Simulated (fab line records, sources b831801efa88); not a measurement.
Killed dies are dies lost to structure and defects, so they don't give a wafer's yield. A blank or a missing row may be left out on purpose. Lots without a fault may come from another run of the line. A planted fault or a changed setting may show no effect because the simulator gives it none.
Which tool did it? | flow gf180mcu | 14 lots, 42 wafers sampled, at 3 steps of a route of 602

WHAT THE GAUGES READ, wafer by wafer
GF_M3_THK_MEAS_06: measures by xrf. Usual: M3_ALCU_THK 446 nm, standard deviation 4.6.
lot  | measured     | on            | M3_ALCU_THK (nm) | flag
L443 | day 20 20:04 | film_metro-03 | 455 448 446      |
L444 | day 21 04:48 | film_metro-01 | 443 443 443      |
L446 | day 21 20:12 | film_metro-01 | 448 447 445      |
L447 | day 21 23:37 | film_metro-03 | 443 440 442      |
L448 | day 22 15:31 | film_metro-02 | 446 449 450      |
L449 | day 22 21:58 | film_metro-02 | 454 448 447      |
L450 | day 23 10:23 | film_metro-03 | 447 452 453      |
L452 | day 23 23:38 | film_metro-02 | 456 451 455      |
L454 | day 24 20:34 | film_metro-01 | 440 434 437      |
L455 | day 25 11:02 | film_metro-01 | 444 442 439      |
L456 | day 25 13:09 | film_metro-01 | 447 448 453      |
L457 | day 25 18:13 | film_metro-01 | 447 449 448      |
L461 | day 26 19:14 | film_metro-01 | 449 444 444      |
L465 | day 28 05:53 | film_metro-03 | 448 448 446      |

GF_M3_CD_MEAS_14: target cd 280 nm. Usual: cd_nm 279.6 nm, standard deviation 0.98.
lot  | measured     | on        | cd_nm (nm)        | flag
L443 | day 21 19:08 | cd_sem-01 | 279.5 279.6 280.3 |
L444 | day 22 04:10 | cd_sem-01 | 279.1 279.1 279.3 |
L446 | day 22 19:34 | cd_sem-01 | 280.5 280.0 280.5 |
L447 | day 22 22:12 | cd_sem-02 | 279.9 279.8 279.6 |
L448 | day 23 14:02 | cd_sem-02 | 280.8 279.4 280.4 |
L449 | day 23 20:28 | cd_sem-02 | 280.5 280.1 280.9 |
L450 | day 24 08:47 | cd_sem-01 | 279.0 278.5 279.1 |
L452 | day 24 21:10 | cd_sem-01 | 279.8 279.5 280.0 |
L454 | day 25 17:27 | cd_sem-01 | 281.6 279.7 280.1 |
L455 | day 26 07:52 | cd_sem-01 | 277.7 278.8 278.3 |
L456 | day 26 10:38 | cd_sem-01 | 280.7 280.2 280.0 |
L457 | day 26 14:46 | cd_sem-01 | 278.5 278.3 277.7 |
L461 | day 27 15:29 | cd_sem-01 | 280.1 279.1 280.3 |
L465 | day 28 23:51 | cd_sem-01 | 280.3 280.1 279.9 |

WHICH TOOL RAN EACH LOT (tool, then ch and the chambers of the sampled wafers, then the start)
lot  | GF_M3_SPUTTER_02
L443 | pvd_sputter-04, day 20 19:50
L444 | pvd_sputter-02, day 21 04:35
L446 | pvd_sputter-02, day 21 19:59
L447 | pvd_sputter-03, day 21 23:23
L448 | pvd_sputter-02, day 22 15:18
L449 | pvd_sputter-02, day 22 21:45
L450 | pvd_sputter-02, day 23 10:10
L452 | pvd_sputter-02, day 23 23:25
L454 | pvd_sputter-02, day 24 20:20
L455 | pvd_sputter-02, day 25 10:50
L456 | pvd_sputter-02, day 25 12:56
L457 | pvd_sputter-02, day 25 18:00
L461 | pvd_sputter-02, day 26 19:01
L465 | pvd_sputter-02, day 28 05:40
- GF_M3_SPUTTER_02: material AlCu, target thk 450 nm, time 23.9 s.

WHAT THE TOOLS THEMSELVES READ (means of the sampled wafers that have a number; where no wafer has one, the mark that the record gives instead)
GF_M3_SPUTTER_02. Usual: throttle_valve_pct 30.9 %, standard deviation 0.94.
lot  | tool           | throttle_valve_pct (%) | flag
L443 | pvd_sputter-04 | 30.2                   |
L444 | pvd_sputter-02 | 31.6                   |
L446 | pvd_sputter-02 | 31.6                   |
L447 | pvd_sputter-03 | 29.9                   |
L448 | pvd_sputter-02 | 30.7                   |
L449 | pvd_sputter-02 | 31.1                   |
L450 | pvd_sputter-02 | 31.4                   |
L452 | pvd_sputter-02 | 30.4                   |
L454 | pvd_sputter-02 | 31.1                   |
L455 | pvd_sputter-02 | 31.3                   |
L456 | pvd_sputter-02 | 31.6                   |
L457 | pvd_sputter-02 | 31.0                   |
L461 | pvd_sputter-02 | 31.5                   |
L465 | pvd_sputter-02 | 31.1                   |

THE ANSWER, worked out from the rows above alone
Rule: a lot is off if the mean of its wafers that have a number lies more than 3 standard deviations from the usual mean. A lot without any number at a reading at which 4 lots or more have one is off too. The other lots that the step has rows for count as sound. The gauges are gone through in route order, then the tools' own readings, and for those a lot's mean is taken as printed above. The first step at which some lot is off is used, and at that step the reading that is off furthest; a lot without a number counts as furthest.
No lot is off at any reading shown: from this, nothing can be told.

WHAT THE SIMULATOR HAD PUT IN
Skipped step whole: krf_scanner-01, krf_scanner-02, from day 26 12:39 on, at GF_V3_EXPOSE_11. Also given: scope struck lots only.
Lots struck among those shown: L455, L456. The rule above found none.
